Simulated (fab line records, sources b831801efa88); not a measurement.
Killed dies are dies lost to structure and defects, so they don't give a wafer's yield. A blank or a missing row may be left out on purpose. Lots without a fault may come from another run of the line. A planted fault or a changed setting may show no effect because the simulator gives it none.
Chamber matching | flow sky130 | SKY_LI_CONTACT_CMP_24 on cmp-02: 4 sister chambers
The step polishes, stops on PSG, t overpolish 20 s, target thk 0 nm. 14 wafers are shown with their chamber, then 7 later ones without.

WAFERS WITH THEIR CHAMBER
wafer  | chamber | motor_current_A (A) | time_to_endpoint_s (s) | overpolish_run_s (s)
L944.2 | 1       | 11.6                | 96                     | 20.010
L944.3 | 0       | 11.8                | 104                    | 19.993
L944.4 | 2       | 9.6                 | 93                     | 19.996
L946.1 | 1       | 12.3                | 93                     | 20.013
L946.2 | 2       | 9.5                 | 91                     | 20.016
L946.6 | 2       | 10.1                | 92                     | 20.008
L947.3 | 0       | 12.0                | 104                    | 20.009
L947.5 | 3       | 11.6                | 98                     | 20.005
L947.6 | 2       | 9.3                 | 93                     | 19.995
L948.4 | 2       | 9.8                 | 91                     | 19.993
L948.5 | 2       | 9.8                 | 97                     | 19.994
L948.6 | 1       | 12.2                | 94                     | 19.998
L953.3 | 1       | 12.4                | 95                     | 20.001
L953.4 | 0       | 12.1                | 100                    | 20.008

SIGNATURES (means of the wafers above)
reading            | chamber 0 | chamber 1 | chamber 2 | chamber 3 | scatter within a chamber
motor_current_A    | 11.967    | 12.125    | 9.683     | 11.600    | 0.287
time_to_endpoint_s | 102.67    | 94.50     | 92.83     | 98.00     | 2.01
overpolish_run_s   | 20.00333  | 20.00550  | 20.00033  | 20.00500  | 0.00871
Rule: a wafer's distance from a chamber is the root of the sum, over the readings, of the square of ((its reading less the chamber's mean) divided by the reading's scatter). The wafer belongs to the nearest chamber; if the next one is less than 2 further off, it can't be placed. The scatter: the root of (the sum of the squares of (reading less its chamber's mean) over the shown wafers, divided by (wafers less chambers)).

WAFERS WITHOUT THEIR CHAMBER
wafer  | motor_current_A (A) | time_to_endpoint_s (s) | overpolish_run_s (s)
L953.6 | 12.4                | 103                    | 19.993
L962.1 | 9.7                 | 92                     | 19.986
L962.3 | 11.6                | 98                     | 19.989
L962.6 | 11.7                | 93                     | 20.007
L963.1 | 12.1                | 97                     | 19.990
L963.2 | 9.9                 | 90                     | 19.990
L963.6 | 11.5                | 97                     | 19.993

WHICH CHAMBER EACH WENT THROUGH
wafer  | from the rows above          | in truth
L953.6 | 0                            | 0
L962.1 | 2                            | 2
L962.3 | can't be placed: 3 or 0 or 1 | 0
L962.6 | can't be placed: 1 or 3      | 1
L963.1 | can't be placed: 1 or 3 or 0 | 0
L963.2 | 2                            | 2
L963.6 | can't be placed: 3 or 1 or 0 | 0
Placed correctly: 3 of 7. Can't be placed from these rows: 4 (the true chamber is among the candidates in 4). Placed wrongly: 0.
